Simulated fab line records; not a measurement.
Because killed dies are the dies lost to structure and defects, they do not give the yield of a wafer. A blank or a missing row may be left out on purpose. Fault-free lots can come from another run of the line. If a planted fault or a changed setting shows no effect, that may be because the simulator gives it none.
What tool caused it? | flow gf180mcu | 33 wafers sampled from 11 lots at 1 step of a route of 602

== WHAT THE GAUGES READ, wafer by wafer ==
GF_CONTACT_THK_MEAS_03.
lot  | measured     | on           | CONTACT_CVD_02_THK (nm)
L969 | day 15 17:31 | filmMetro-01 | 856 855 847
L970 | day 15 21:59 | filmMetro-03 | 843 858 868
L971 | day 16 10:11 | filmMetro-04 | 853 885 877
L972 | day 17 00:11 | filmMetro-04 | 844 845 856
L974 | day 17 15:53 | filmMetro-03 | 855 864 865
L975 | day 18 03:46 | filmMetro-03 | 872 860 875
L976 | day 18 03:59 | filmMetro-03 | 852 855 852
L979 | day 19 15:34 | filmMetro-03 | 856 857 861
L980 | day 19 18:59 | filmMetro-03 | 868 859 856
L989 | day 22 15:59 | filmMetro-03 | 872 863 877
L991 | day 23 15:05 | filmMetro-04 | 835 855 866

== WHAT TOOL EACH LOT RAN ON (gives the tool, then ch and the chambers of the sampled wafers, and finally the start) ==
The record shows no process step preceding these readings.

== THE ANSWER, worked out from the rows above alone ==
Rule: the usual values come from the lots themselves. Put in order of their means at a reading, lots are off if they are a third of the lots or fewer, leave a main group of 4 or more, and stand apart from it by a gap of 3 or more times the standard deviation of the main group's means; of several such gaps the widest counts. A main group whose means are all the same, to the digits that the tables above print for the reading, isn't used. Also off: a lot with no number at a reading for which 4 or more lots have one. Where the step has rows for the other lots, those lots are counted as sound.
No lot is off at any reading shown: from this, nothing can be told.

== WHAT THE SIMULATOR HAD PUT IN ==
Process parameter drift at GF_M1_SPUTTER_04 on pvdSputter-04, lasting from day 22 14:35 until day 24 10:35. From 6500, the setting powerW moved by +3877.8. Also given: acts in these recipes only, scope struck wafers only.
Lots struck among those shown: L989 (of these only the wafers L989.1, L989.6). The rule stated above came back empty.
